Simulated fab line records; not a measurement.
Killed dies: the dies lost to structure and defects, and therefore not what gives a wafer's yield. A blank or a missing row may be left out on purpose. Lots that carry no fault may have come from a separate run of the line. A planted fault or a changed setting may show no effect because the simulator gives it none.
fab line records	flow gf180mcu
[record] lots = 14	wafers = 42	last_day = 34
route steps=602 shown V1@353 M2@365
lots that met no fault: from a run of the same line without faults
start_h: hours from the record's first day to the start of the lot's first wafer shown	wait_h: how many hours have passed since the lot's step before this one	" as in the row above	L1.1+2: several wafers, shown together as one row	- no value, or no start given	* or withheld: withheld	< > ~ a bound
route shown NAME@n: names a module that has steps shown in the file, with the first one's number in the route	usual: mean and standard deviation over wafers with no fault	same: alike in all rows	chamber/n: place in a boat	sites: each site's reading	_std_site: how widely they spread, as a standard deviation	_edge_site: inner sites' mean taken away from outer sites' mean	radius_mm: how far each site lies from the wafer's centre	mask NAME#n: copy n	behind: the tool/chamber that last shaped the wafer	hold: why the lot went on hold/how many hours it stayed there/how the hold came to an end	device: whichever transistor did not switch (one of n, p or np)	end of line: the tests these same wafers got at the end of their route	where a step has no rows: the recipe by itself	killed: count of dies lost to structure and defects at first sort (not the wafer's yield)	map: per-die view of a wafer (x killed, . not killed, _ where there is no die)
set.NAME: the setting that was run; set.NAME@STEP: the one run at that earlier step	model.NAME: the simulator's own value behind a step, which no gauge read
a sample of lots followed through the steps of the route, with each step as a table and each wafer as a row
services: from which hour (start_h, from the record's first day; less than 0 if before it) a tool's chamber was out of use, for how many hours, and why
[[steps]]
[step GF_V1_STRIP_18]
[recipe] chemistry = O2/N2	power_w = 1400	pressure_mtorr = 1500	platen_temp_c = 250	o2_flow_sccm = 3000	n2_flow_sccm = 300	overash_fraction = 0.5
[usual] drypump_motor_current_A = 5.8/0.38	heater_power_w = 304/40	oes_product_au = 0.592/0.005
lot.wafer	tool	chamber	start_h	wait_h	drypump_motor_current_A	heater_power_w	oes_product_au	rf_hours_counter_h
L202.2	plasma_asher-02	1	441.22	-	5.6	327	0.593	1
L202.3	"	1	"	"	5.6	321	0.597	-
L202.5	"	0	"	"	5.6	312	0.590	-
L203.1	plasma_asher-04	0	449.00	-	6.2	241	0.596	85
L203.4	"	0	"	"	6.2	244	0.588	-
L203.5	"	1	"	"	5.7	319	0.596	-
L205.1	plasma_asher-02	0	461.17	-	5.6	305	0.584	3
L205.3	"	0	"	"	5.6	306	0.590	-
L205.5	"	0	"	"	5.6	312	0.587	-
L207.2	plasma_asher-04	1	480.90	-	5.7	329	0.590	88
L207.3	"	0	"	"	6.2	241	0.588	-
L207.4	"	1	"	"	5.7	325	0.596	-
L208.2	plasma_asher-04	1	494.25	-	5.7	328	0.598	90
L208.4	"	0	"	"	6.3	245	0.599	-
L208.6	"	1	"	"	5.7	316	0.592	-
L209.2	plasma_asher-03	0	503.32	-	5.1	346	0.592	38
L209.5	"	0	"	"	5.2	355	0.595	-
L209.6	"	1	"	"	6.0	304	0.592	-
L212.3	plasma_asher-04	1	528.54	-	5.7	323	0.589	-
L212.5	"	1	"	"	5.7	322	0.585	-
L212.6	"	0	"	"	6.2	243	0.589	-
L215.2	plasma_asher-03	0	551.42	-	5.2	350	0.587	43
L215.4	"	0	"	"	5.1	360	0.594	-
L215.5	"	1	"	"	6.0	307	0.594	-
L216.1	plasma_asher-04	0	560.08	-	6.3	240	0.594	97
L216.3	"	1	"	"	5.7	319	0.599	-
L216.4	"	0	"	"	6.2	235	0.586	-
L217.1	plasma_asher-04	1	566.60	-	5.7	318	0.589	97
L217.2	"	0	"	"	6.2	246	0.592	97
L217.5	"	1	"	"	5.7	321	0.593	-
L218.1	plasma_asher-04	0	573.27	-	6.2	242	0.592	98
L218.3	"	0	"	"	6.2	251	0.590	-
L218.4	"	1	"	"	5.7	321	0.586	-
L220.2	plasma_asher-03	0	594.98	-	5.2	349	0.586	47
L220.3	"	0	"	"	5.2	361	0.595	-
L220.4	"	1	"	"	6.0	297	0.589	-
L221.1	plasma_asher-03	0	604.07	-	5.1	365	0.589	48
L221.3	"	1	"	"	6.0	300	0.588	-
L221.5	"	0	"	"	5.1	352	0.581	-
L222.1	plasma_asher-04	1	604.72	-	5.7	320	0.586	101
L222.3	"	0	"	"	6.2	242	0.586	-
L222.6	"	0	"	"	6.2	240	0.591	-
[step GF_V1_RS_MEAS_24]
[recipe] thk_meas_gauge = four-point-probe	reads = W_of_V1_CVD_23+TiN_of_V1_SPUTTER_22+Ti_of_V1_SPUTTER_21
[usual] V1_W_RS = 0.328/0.0068
lot.wafer	tool	chamber	start_h	wait_h	V1_W_RS[ohm/sq]
L202.2	film_metro-02	-	441.98	0.1	0.331
L202.3	"	-	"	"	0.320
L202.5	"	-	"	"	0.328
L203.1	film_metro-02	-	449.75	0.1	0.329
L203.4	"	-	"	"	0.319
L203.5	"	-	"	"	0.332
L205.1	film_metro-04	-	461.94	0.1	0.336
L205.3	"	-	"	"	0.334
L205.5	"	-	"	"	0.338
L207.2	film_metro-02	-	481.79	0.2	0.322
L207.3	"	-	"	"	0.325
L207.4	"	-	"	"	0.327
L208.2	film_metro-02	-	495.02	0.1	0.338
L208.4	"	-	"	"	0.334
L208.6	"	-	"	"	0.323
L209.2	film_metro-03	-	504.21	0.2	0.334
L209.5	"	-	"	"	0.333
L209.6	"	-	"	"	0.330
L212.3	film_metro-02	-	529.70	0.1	0.319
L212.5	"	-	"	"	0.335
L212.6	"	-	"	"	0.320
L215.2	film_metro-03	-	552.18	0.1	0.333
L215.4	"	-	"	"	0.319
L215.5	"	-	"	"	0.331
L216.1	film_metro-02	-	561.00	0.2	0.336
L216.3	"	-	"	"	0.334
L216.4	"	-	"	"	0.332
L217.1	film_metro-03	-	567.53	0.2	0.332
L217.2	"	-	"	"	0.334
L217.5	"	-	"	"	0.334
L218.1	film_metro-02	-	574.01	0.1	0.330
L218.3	"	-	"	"	0.321
L218.4	"	-	"	"	0.335
L220.2	film_metro-02	-	595.75	0.1	0.329
L220.3	"	-	"	"	0.318
L220.4	"	-	"	"	0.329
L221.1	film_metro-03	-	604.82	0.1	0.333
L221.3	"	-	"	"	0.324
L221.5	"	-	"	"	0.323
L222.1	film_metro-04	-	605.51	0.1	0.328
L222.3	"	-	"	"	0.323
L222.6	"	-	"	"	0.321
[step GF_V1_CMP_26]
[recipe] stop_on = SiO2	down_force_psi = 3.5	platen_rpm = 60	t_overpolish_s = 15	target_thk_nm = 0	pad_velocity_m_s = 0.94248
[usual] motor_current_A = 11.0/1.1	overpolish_run_s = 15.002/0.0099	time_to_endpoint_s = 81/4.5
lot.wafer	tool	chamber	start_h	wait_h	motor_current_A	overpolish_run_s	time_to_endpoint_s
L202.3	cmp-02	1	442.14	0.0	9.9	15.022	80
L202.2	"	3	"	"	11.6	14.999	76
L202.5	"	2	"	"	9.6	14.978	82
L203.4	cmp-02	3	449.93	0.0	11.3	14.997	75
L203.1	"	2	"	"	10.2	15.021	82
L203.5	"	3	"	"	10.8	15.006	73
L205.1	cmp-01	1	462.12	0.1	10.9	14.993	82
L205.3	"	3	"	"	12.8	15.002	83
L205.5	"	1	"	"	10.8	15.004	81
L207.2	cmp-01	3	481.95	0.0	12.1	15.004	90
L207.3	"	0	"	"	11.7	15.010	89
L207.4	"	2	"	"	10.7	14.993	77
L208.4	cmp-02	1	495.18	0.0	9.7	15.002	75
L208.2	"	2	"	"	9.5	14.995	76
L208.6	"	2	"	"	9.7	14.999	82
L209.2	cmp-01	1	504.37	0.0	10.9	15.014	82
L209.5	"	1	"	"	11.1	14.995	82
L209.6	"	2	"	"	10.0	15.009	75
L212.3	cmp-01	1	529.89	0.1	10.9	15.013	79
L212.5	"	0	"	"	11.7	14.990	75
L212.6	"	1	"	"	11.3	15.002	77
L215.2	cmp-01	1	552.39	0.1	11.2	15.004	81
L215.4	"	3	"	"	12.8	15.014	87
L215.5	"	1	"	"	10.8	15.018	83
L216.1	cmp-02	0	561.37	0.2	12.6	14.988	85
L216.4	"	2	"	"	9.0	15.010	82
L216.3	"	3	"	"	10.6	15.013	76
L217.2	cmp-02	0	567.81	0.1	12.5	15.022	84
L217.1	"	1	"	"	10.3	14.986	78
L217.5	"	2	"	"	9.7	15.009	81
L218.4	cmp-01	1	574.23	0.1	11.2	14.993	81
L218.1	"	2	"	"	10.6	15.014	74
L218.3	"	3	"	"	12.3	14.989	87
L220.3	cmp-02	3	595.91	0.0	10.5	15.000	82
L220.4	"	1	"	"	9.9	14.988	83
L220.2	"	2	"	"	10.1	14.993	85
L221.1	cmp-01	0	605.05	0.1	11.9	15.002	82
L221.3	"	2	"	"	10.4	14.983	78
L221.5	"	0	"	"	11.5	15.013	89
L222.3	cmp-02	2	605.74	0.1	10.1	15.002	83
L222.1	"	3	"	"	10.9	15.004	74
L222.6	"	1	"	"	10.0	14.991	83
[step GF_M2_SPUTTER_03]
[recipe] material = Ti	target_thk_nm = 10	substrate_temp_c = 300	chamber_pressure_pa = 0.3	power_w = 3000	time_s = 6.7
[usual] cathode_dc_power_W = 3000.0/0.49	chamber_pressure_pa = 0.2999/0.00065	throttle_valve_pct = 30.0/0.94
lot.wafer	tool	chamber	start_h	wait_h	cathode_dc_power_W	chamber_pressure_pa	throttle_valve_pct
L202.2	pvd_sputter-01	-	442.60	0.0	2999.4	0.2999	30.5
L202.3	"	-	"	"	2999.2	0.3006	31.2
L202.5	"	-	"	"	3000.4	0.3017	31.1
L203.1	pvd_sputter-02	-	450.39	0.0	3000.7	0.2997	30.5
L203.4	"	-	"	"	2999.8	0.2993	31.6
L203.5	"	-	"	"	2999.6	0.2994	29.2
L205.1	pvd_sputter-02	-	462.59	0.0	2999.9	0.3002	29.0
L205.3	"	-	"	"	2999.9	0.2994	29.3
L205.5	"	-	"	"	3000.0	0.2994	29.1
L207.2	pvd_sputter-03	-	482.41	0.0	3000.8	0.3011	29.6
L207.3	"	-	"	"	3000.4	0.3007	30.8
L207.4	"	-	"	"	3000.5	0.2995	29.6
L208.2	pvd_sputter-01	-	495.64	0.0	-	-	-
L208.4	"	-	"	"	-	-	-
L208.6	"	-	"	"	-	-	-
L209.2	pvd_sputter-02	-	504.83	0.0	-	-	-
L209.5	"	-	"	"	-	-	-
L209.6	"	-	"	"	-	-	-
L212.3	pvd_sputter-03	-	530.30	0.0	2999.7	0.2992	29.6
L212.5	"	-	"	"	3000.0	0.2998	29.3
L212.6	"	-	"	"	2999.9	0.2988	30.7
L215.2	pvd_sputter-03	-	552.80	0.0	2999.5	0.2997	29.5
L215.4	"	-	"	"	2999.8	0.3012	30.7
L215.5	"	-	"	"	3000.3	0.2995	29.7
L216.1	pvd_sputter-02	-	561.83	0.0	3000.5	0.3002	30.3
L216.3	"	-	"	"	3000.2	0.2997	31.6
L216.4	"	-	"	"	3000.3	0.3000	28.7
L217.1	pvd_sputter-03	-	568.17	0.0	2999.0	0.3003	30.7
L217.2	"	-	"	"	2999.5	0.2993	29.7
L217.5	"	-	"	"	2999.8	0.2992	29.9
L218.1	pvd_sputter-02	-	574.69	0.0	3000.2	0.3006	29.5
L218.3	"	-	"	"	2999.6	0.3005	32.0
L218.4	"	-	"	"	3001.3	0.2999	30.1
L220.2	pvd_sputter-01	-	596.37	0.0	3000.1	0.2988	28.3
L220.3	"	-	"	"	3000.3	0.2998	30.9
L220.4	"	-	"	"	3000.6	0.2979	30.4
L221.1	pvd_sputter-03	-	605.46	0.0	3000.5	0.2993	31.0
L221.3	"	-	"	"	3000.0	0.3001	29.3
L221.5	"	-	"	"	3000.2	0.3001	29.5
L222.1	pvd_sputter-02	-	606.15	0.0	2999.6	0.3007	29.2
L222.3	"	-	"	"	2999.7	0.2992	32.0
L222.6	"	-	"	"	2999.7	0.2997	30.7
[[services]]
tool	chamber	start_h	hours	kind
plasma_asher-02	-	421.25	9.0	pm
plasma_asher-02	0	421.25	9.0	vent_cycle
plasma_asher-02	1	421.25	9.0	vent_cycle
plasma_asher-02	0	430.25	-	clean
plasma_asher-02	1	430.25	-	clean
cmp-01	-	459.05	0.8	repair
cmp-02	-	471.38	0.7	repair
pvd_sputter-03	-	504.02	0.9	repair
plasma_asher-04	-	508.74	2.8	pm
cmp-01	-	514.67	0.4	repair
cmp-02	-	528.09	3.6	pm
pvd_sputter-01	-	535.85	1.7	repair
pvd_sputter-01	-	538.07	1.2	repair
pvd_sputter-01	-	548.95	46.6	repair
cmp-01	-	558.57	3.2	pm
plasma_asher-04	-	560.62	1.3	repair
cmp-01	-	562.09	2.3	repair
plasma_asher-03	-	563.94	2.8	pm
cmp-02	-	572.10	4.0	pm
cmp-02	-	576.10	-	consumable_replace:conditioner
cmp-02	-	576.10	-	consumable_replace:pad
[[key]]
[first_sign] step = GF_M2_SPUTTER_03	reading = tool_record	direction = missing
effect none on later readings
met_at GF_M2_SPUTTER_03
struck_lots L208,L209
later_rows_left_out L208.2,L208.4,L208.6,L209.2,L209.5,L209.6
sort_left_out L208.2,L208.4,L208.6,L209.2,L209.5,L209.6
not_acting_at GF_V1_STRIP_18,GF_V1_RS_MEAS_24,GF_V1_CMP_26
onset_between 462.59 495.64
[fault] kind = skipped_step_whole	tool = pvd_sputter-01,pvd_sputter-02	chamber = -	onset_h = 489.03	steps = GF_M2_SPUTTER_03	scope = struck_lots_only
// sort_left_out: the simulated sort isn't trusted on such a fault, so these wafers' sort isn't shown, and their yield isn't known
// later_rows_left_out: the simulator's readings of these wafers behind a module that went badly wrong aren't trusted and aren't shown, but for the sort
